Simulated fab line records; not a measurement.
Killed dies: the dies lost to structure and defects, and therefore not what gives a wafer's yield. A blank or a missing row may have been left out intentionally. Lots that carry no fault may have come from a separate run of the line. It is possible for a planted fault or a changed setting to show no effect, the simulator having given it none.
Check of tool commonality / flow gf180mcu / 12 lots, 36 wafers sampled

== REASON IT WAS OPENED ==
GF_VT_IMPLANT_RS_MEAS_48, reading LVPWELL_RS: flagged on 2 of 12 lots. No-fault wafers: 1196.3 ohm/sq, standard deviation 2.4.
Rule: flag the lot when none of its wafers has a number, or when each of its wafers that has one lies beyond 4 standard deviations from that mean. All remaining lots are regarded as sound.

lot=L593; measured=day 7 20:50; on=film metro-03; LVPWELL_RS (ohm/sq), wafer by wafer=1194.5 1195.3 1194.7; flag=
lot=L595; measured=day 8 05:09; on=film metro-03; LVPWELL_RS (ohm/sq), wafer by wafer=1198.1 1196.4 1196.3; flag=
lot=L598; measured=day 9 12:31; on=film metro-01; LVPWELL_RS (ohm/sq), wafer by wafer=1198.0 1196.6 1194.0; flag=
lot=L599; measured=day 9 12:56; on=film metro-02; LVPWELL_RS (ohm/sq), wafer by wafer=1197.1 1194.4 1197.8; flag=
lot=L600; measured=day 9 17:00; on=film metro-02; LVPWELL_RS (ohm/sq), wafer by wafer=1199.0 1199.3 1197.5; flag=
lot=L603; measured=day 10 12:38; on=film metro-03; LVPWELL_RS (ohm/sq), wafer by wafer=1194.7 1195.3 1196.0; flag=
lot=L606; measured=day 10 23:55; on=film metro-01; LVPWELL_RS (ohm/sq), wafer by wafer=1202.4 1195.7 1200.6; flag=
lot=L607; measured=day 11 08:44; on=film metro-01; LVPWELL_RS (ohm/sq), wafer by wafer=1196.3 1196.9 1199.2; flag=
lot=L608; measured=day 11 23:10; on=film metro-01; LVPWELL_RS (ohm/sq), wafer by wafer=1199.4 1195.5 1191.4; flag=
lot=L613; measured=day 13 09:26; on=film metro-03; LVPWELL_RS (ohm/sq), wafer by wafer=1196.7 1195.8 1193.8; flag=
lot=L614; measured=day 13 21:10; on=film metro-03; LVPWELL_RS (ohm/sq), wafer by wafer=1124.8 1126.0 1126.5; flag=FLAGGED
lot=L616; measured=day 14 02:55; on=film metro-03; LVPWELL_RS (ohm/sq), wafer by wafer=1120.8 1121.6 1121.8; flag=FLAGGED
On average the flagged lots' numbers are 1123.6 ohm/sq, which is -72.7 ohm/sq against the usual, or -30 standard deviations.

== WHICH TOOL RAN EACH LOT ==
The record holds 1 process step before the reading, out of a route of 602 steps. Read each cell as the tool, then ch plus the chambers that the sampled wafers visited, then the start.
lot=L593; flag=; GF_LVPWELL_IMPLANT_09=implanter-03 ch 0, day 4 03:01
lot=L595; flag=; GF_LVPWELL_IMPLANT_09=implanter-01 ch 0, day 4 10:32
lot=L598; flag=; GF_LVPWELL_IMPLANT_09=implanter-01 ch 0, day 5 14:22
lot=L599; flag=; GF_LVPWELL_IMPLANT_09=implanter-03 ch 0, day 5 14:28
lot=L600; flag=; GF_LVPWELL_IMPLANT_09=implanter-01 ch 0, day 5 18:01
lot=L603; flag=; GF_LVPWELL_IMPLANT_09=implanter-04 ch 0, day 6 09:43
lot=L606; flag=; GF_LVPWELL_IMPLANT_09=implanter-01 ch 0, day 6 19:25
lot=L607; flag=; GF_LVPWELL_IMPLANT_09=implanter-01 ch 0, day 7 01:28
lot=L608; flag=; GF_LVPWELL_IMPLANT_09=implanter-04 ch 0, day 7 13:10
lot=L613; flag=; GF_LVPWELL_IMPLANT_09=implanter-04 ch 0, day 8 19:47
lot=L614; flag=FLAGGED; GF_LVPWELL_IMPLANT_09=implanter-01 ch 0, day 9 05:22
lot=L616; flag=FLAGGED; GF_LVPWELL_IMPLANT_09=implanter-01 ch 0, day 9 09:37
What is done by these steps:
- GF_LVPWELL_IMPLANT_09
- GF_VT_IMPLANT_RS_MEAS_48: measures by four-point-probe.

== FLAGGED OVER TOTAL, TOOL BY TOOL (the gauges that took the reading come last) ==
step=GF_LVPWELL_IMPLANT_09; tool=implanter-01; lots run=7; flagged=2; share of the flagged lots=all; sound lots run after its first flagged lot=0
step=GF_LVPWELL_IMPLANT_09; tool=implanter-03; lots run=2; flagged=0; share of the flagged lots=none; sound lots run after its first flagged lot=-
step=GF_LVPWELL_IMPLANT_09; tool=implanter-04; lots run=3; flagged=0; share of the flagged lots=none; sound lots run after its first flagged lot=-
step=GF_VT_IMPLANT_RS_MEAS_48; tool=film metro-01; lots run=4; flagged=0; share of the flagged lots=none; sound lots run after its first flagged lot=-
step=GF_VT_IMPLANT_RS_MEAS_48; tool=film metro-02; lots run=2; flagged=0; share of the flagged lots=none; sound lots run after its first flagged lot=-
step=GF_VT_IMPLANT_RS_MEAS_48; tool=film metro-03; lots run=6; flagged=2; share of the flagged lots=all; sound lots run after its first flagged lot=0

== WHAT IS ALLOWED BY THE TABLE ==
Every flagged lot went through 2 rows of the table: implanter-01 at GF_LVPWELL_IMPLANT_09 and film metro-03 at GF_VT_IMPLANT_RS_MEAS_48.
- implanter-01 at GF_LVPWELL_IMPLANT_09: 2 of its 7 lots flagged. A fault beginning between L607 (day 7 01:28), its last sound lot, and L614 (day 9 05:22), its first flagged one, fits the data. Its own readings (dose ions cm2, faraday current uA) fall more than 4 standard deviations out on all wafers of the flagged lots.
- film metro-03 at GF_VT_IMPLANT_RS_MEAS_48: 2 of its 6 lots flagged. A fault beginning between L613 (day 13 09:26), its last sound lot, and L614 (day 13 21:10), its first flagged one, fits the data.
Counting lots can't tell these 2 tools apart, because each fits a fault that began at some hour. More lots, or a look at what each step does to the wafer, might.

== WHAT THE SIMULATOR PUT IN ==
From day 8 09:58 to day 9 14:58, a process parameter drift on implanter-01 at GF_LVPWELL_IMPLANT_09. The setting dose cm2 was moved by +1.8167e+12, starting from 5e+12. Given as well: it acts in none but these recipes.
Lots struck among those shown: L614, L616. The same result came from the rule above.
